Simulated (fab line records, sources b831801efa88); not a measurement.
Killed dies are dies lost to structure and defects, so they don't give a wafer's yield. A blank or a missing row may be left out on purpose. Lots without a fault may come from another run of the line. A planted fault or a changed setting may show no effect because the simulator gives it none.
Problem report in the 8D (eight disciplines) form, filled by code | flow gf180mcu | the parts of the form that need people (team, actions taken, sign-off) are left out

1. THE PROBLEM
run_length_s at GF_DUAL_GATE_SOFTBAKE_07 reads a mean of 92.86 s on 6 wafers of 2 lots; wafers without a fault read 89.17 s with a standard deviation of 0.17. That is +22 standard deviations from the usual mean.
The step: time 60 s.
First seen on wafer L677.2, day 12 00:22, on litho_track-01. The record holds 42 wafers of 14 lots with a number at this step. Rule for "out", or "out of limits": more than 4 standard deviations from the usual mean. The other wafers with a number count as sound.

2. WHAT IT IS AND WHAT IT IS NOT
question                    | is                     | is not
which readings at this step | run_length_s           | resist_line_temp_C
which lots                  | L677, L678             | L665, L666, L667, L668, L669, L671, L673, L674, L676, L679, L685, L686
which wafers of those lots  | all that have a number | -
read on which tools         | litho_track-01         | litho_track-03, litho_track-04
when                        | from day 12 00:22      | up to then (27 sound wafers); but 9 sound wafers of L679, L685, L686 came after

3. SUSPECTS, AND WHAT RULES EACH OUT
Counting: a tool at a process step up to the reading stays a suspect if it ran every lot that is out and no sound lot after the first of them.
- litho_track-01 at GF_DUAL_GATE_SOFTBAKE_07 (time 60 s): kept. It ran every lot that is out, first L677 (day 12 00:22), and no sound lot after that; its last sound lot up to then is L674 (day 10 21:54). Its own readings are out on those wafers: run_length_s.
Left after counting: litho_track-01 at GF_DUAL_GATE_SOFTBAKE_07.

4. THE CAUSE (what the simulator had put in)
Process parameter drift: litho_track-01, from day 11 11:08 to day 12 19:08, at GF_DUAL_GATE_SOFTBAKE_07. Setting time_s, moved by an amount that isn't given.
Counting left only this tool.

5. THE CHAIN OF EFFECTS, in route order
Each row: a reading whose mean over the struck wafers that have a number lies more than 3 standard deviations from the usual. Only readings for which the record gives a usual standard deviation are gone through. hours: the time from each lot's start at the first step in this table that gives one to its start at this step, as a median over the lots. sigmas: the change in usual standard deviations.
hours | step                     | reading      | usual   | on struck wafers | change | sigmas
0     | GF_DUAL_GATE_SOFTBAKE_07 | run_length_s | 89.17 s | 92.86            | +3.69  | +22
The process steps in it:
- GF_DUAL_GATE_SOFTBAKE_07: time 60 s.

6. WHAT WOULD HAVE CAUGHT IT SOONER
In this record the first reading out of limits was taken at day 12 00:22, 13 hours after the fault began at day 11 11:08.
